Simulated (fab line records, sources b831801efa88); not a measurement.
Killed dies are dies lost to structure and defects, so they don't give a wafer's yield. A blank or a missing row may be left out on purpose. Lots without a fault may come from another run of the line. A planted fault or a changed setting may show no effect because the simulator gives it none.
A struck lot beside a sound one | flow sky130 | 15 steps out of a route of 708
Sound: wafers L621.3, L621.5, L621.6. Struck: wafers L622.2, L622.4, L622.5. The cause comes at the end.
At each step with rows: each side's tool, then ch and its chambers, then its first start. Under that, the readings that differ: sound wafers | struck wafers | difference of the means | sigmas: that difference in standard deviations of wafers without a fault.
alike: readings whose means differ by less than 2 such deviations, and words and numbers that are the same on both sides. not compared: withheld readings, readings that some wafer has no value for, bounds like >300 that may hide the same value, and numbers for which the record gives no deviation and whose values overlap.
The two part at a step that has a row with sigmas, a row that says differs or no value, or rows on one side only. Numbers that don't overlap but have no deviation are shown without sigmas and don't part them. A reading that every wafer of one side lacks parts them only if that side has two wafers or more.

first, 2 steps without rows for these wafers: SKY_METAL3_CLEAN_22 (cleans in O3/DIW); SKY_VIA3_HDPCVD_00 (deposits SiO2, target thk 1635 nm, time 272.5 s).
SKY_VIA3_THK_MEAS_01:
  sound on film_metro-02, day 43 04:52; struck on film_metro-02, day 43 10:19
  alike: VIA3_HDPCVD_THK
SKY_VIA3_CMP_02: polishes SiO2.
  sound on cmp-01 ch 2,3, day 43 04:58; struck on cmp-02 ch 1,2,3, day 43 10:28
  alike: motor_current_A
SKY_VIA3_BOW_MEAS_03:
  sound on film_metro-03, day 43 05:15; struck on film_metro-04, day 43 10:41
  alike: VIA3_BOW
then, 7 steps without rows for these wafers: SKY_VIA3_DEHYDRATE_04 (time 60 s); SKY_VIA3_HMDS_05 (prime time 60 s); SKY_VIA3_COAT_06 (resist thk 60 nm); SKY_VIA3_COAT_07 (resist thk 450 nm); SKY_VIA3_SOFTBAKE_08 (time 90 s); SKY_VIA3_EXPOSE_09 (exposes mask VIM3, target cd 200 nm); SKY_VIA3_PEB_10.
SKY_VIA3_DEVELOP_11: develop time 60 s.
  sound on litho_track-02 ch 0, day 44 04:00; struck on litho_track-03 ch 0, day 44 08:00
  reading                | sound             | struck            | difference | sigmas
  chill_plate_temp_C (C) | 22.99 22.75 22.81 | 23.09 22.99 23.13 | +0.22      | +2
  developer_temp_C (C)   | 21.06 21.06 21.08 | 21.81 21.78 21.73 | +0.71      | +6
SKY_VIA3_CD_MEAS_12: target cd 200 nm.
  sound on cd_sem-02, day 44 04:42; struck on cd_sem-01, day 44 09:03
  alike: cd_nm
SKY_PAD_OPEN_PROBE_99:
  the record has rows for the sound wafers here (prober-02, day 49 13:28) and none for the struck ones

WHERE THEY PART
First at SKY_VIA3_DEVELOP_11; last, within this record, at SKY_PAD_OPEN_PROBE_99.

WHY: what the simulator had put in
Process parameter drift: litho_track-03, from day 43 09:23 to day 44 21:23, at SKY_VIA3_DEVELOP_11. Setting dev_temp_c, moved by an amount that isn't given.
